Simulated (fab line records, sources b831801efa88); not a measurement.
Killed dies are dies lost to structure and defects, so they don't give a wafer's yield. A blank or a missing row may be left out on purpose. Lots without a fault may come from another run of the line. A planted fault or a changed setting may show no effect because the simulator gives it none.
A struck lot beside a sound one | flow sky130 | 17 steps out of a route of 708
Sound: wafers L619.4, L619.5, L619.6. Struck: wafers L632.2, L632.3, L632.5. The cause comes at the end.
At each step with rows: each side's tool, then ch and its chambers, then its first start. Under that, the readings that differ: sound wafers | struck wafers | difference of the means | sigmas: that difference in standard deviations of wafers without a fault.
alike: readings whose means differ by less than 2 such deviations, and words and numbers that are the same on both sides. not compared: withheld readings, readings that some wafer has no value for, bounds like >300 that may hide the same value, and numbers for which the record gives no deviation and whose values overlap.
The two part at a step that has a row with sigmas, a row that says differs or no value, or rows on one side only. Numbers that don't overlap but have no deviation are shown without sigmas and don't part them. A reading that every wafer of one side lacks parts them only if that side has two wafers or more.

SKY_VIA1_ETCH_15: etches SiO2 in C4F8/O2/Ar, stops on TiN, target depth 351 nm, time 54 s.
  sound on rie_diel-04 ch 1,2,3, day 35 00:24; struck on rie_diel-03 ch 0,1,3, day 38 23:25
  alike: bias_w, oes_product_au
  not compared: rf_hours_counter_h
then, 5 steps without rows for these wafers: SKY_VIA1_STRIP_16 (strips in O2/N2); SKY_VIA1_STRIP_17 (strips in post etch residue remover, time 1200 s); SKY_VIA1_CLEAN_18 (cleans in IPA, time 180 s); SKY_VIA1_CLEAN_19 (cleans in O3/DIW); SKY_VIA1_SPUTTER_20 (material TiN, target thk 20 nm, time 80 s).
SKY_VIA1_CVD_21: deposits W, target thk 270 nm, time 80.902 s.
  sound on cvd_w-01 ch 0,1, day 35 01:07; struck on cvd_w-02 ch 1, day 39 00:11
  alike: heater_power_w
SKY_VIA1_RS_MEAS_22: measures by four-point-probe.
  sound on film_metro-03, day 35 01:14; struck on film_metro-03, day 39 00:22
  alike: VIA1_W_RS
SKY_VIA1_THK_MEAS_23: measures by xrf.
  sound on film_metro-03, day 35 01:19; struck on film_metro-03, day 39 00:28
  alike: VIA1_W_THK
then, 2 steps without rows for these wafers: SKY_VIA1_CMP_24 (polishes, stops on SiO2, t overpolish 15 s, target thk 0 nm); SKY_METAL2_SPUTTER_00 (material Ti, target thk 15 nm, time 10 s).
SKY_METAL2_SPUTTER_01: material TiN, target thk 20 nm, time 16.7 s.
  sound on pvd_sputter-02, day 35 01:41; struck on pvd_sputter-04, day 39 00:59
  alike: cathode_dc_power_W, throttle_valve_pct
SKY_METAL2_SPUTTER_02: material AlCu, target thk 250 nm, time 13.3 s.
  sound on pvd_sputter-02, day 35 01:42; struck on pvd_sputter-04, day 39 01:01
  reading                                     | sound           | struck            | difference | sigmas
  model.AlCu_of_METAL2_SPUTTER_02.thk_nm (nm) | 251.1 253.1 251 | 83.51 86.14 79.89 | -168.55    |
  alike: cathode_dc_power_W, throttle_valve_pct
SKY_METAL2_SPUTTER_03: material Ti, target thk 5 nm, time 3.3 s.
  sound on pvd_sputter-02, day 35 01:44; struck on pvd_sputter-04, day 39 01:02
  alike: cathode_dc_power_W, throttle_valve_pct
SKY_METAL2_SPUTTER_04: material TiN, target thk 70 nm, time 58.3 s.
  sound on pvd_sputter-02, day 35 01:44; struck on pvd_sputter-04, day 39 01:04
  alike: cathode_dc_power_W, throttle_valve_pct
SKY_METAL2_RS_MEAS_05: measures by four-point-probe.
  sound on film_metro-03, day 35 01:51; struck on film_metro-02, day 39 01:28
  reading                 | sound                | struck               | difference | sigmas
  METAL2_ALCU_RS (ohm/sq) | 0.1262 0.1253 0.1262 | 0.4046 0.3906 0.4246 | +0.2807    | +99 or more
  not compared: hold
SKY_PAD_OPEN_PROBE_99:
  the record has rows for the sound wafers here (prober-01, day 46 17:26) and none for the struck ones

WHERE THEY PART
First at SKY_METAL2_RS_MEAS_05; last, within this record, at SKY_PAD_OPEN_PROBE_99.

WHY: what the simulator had put in
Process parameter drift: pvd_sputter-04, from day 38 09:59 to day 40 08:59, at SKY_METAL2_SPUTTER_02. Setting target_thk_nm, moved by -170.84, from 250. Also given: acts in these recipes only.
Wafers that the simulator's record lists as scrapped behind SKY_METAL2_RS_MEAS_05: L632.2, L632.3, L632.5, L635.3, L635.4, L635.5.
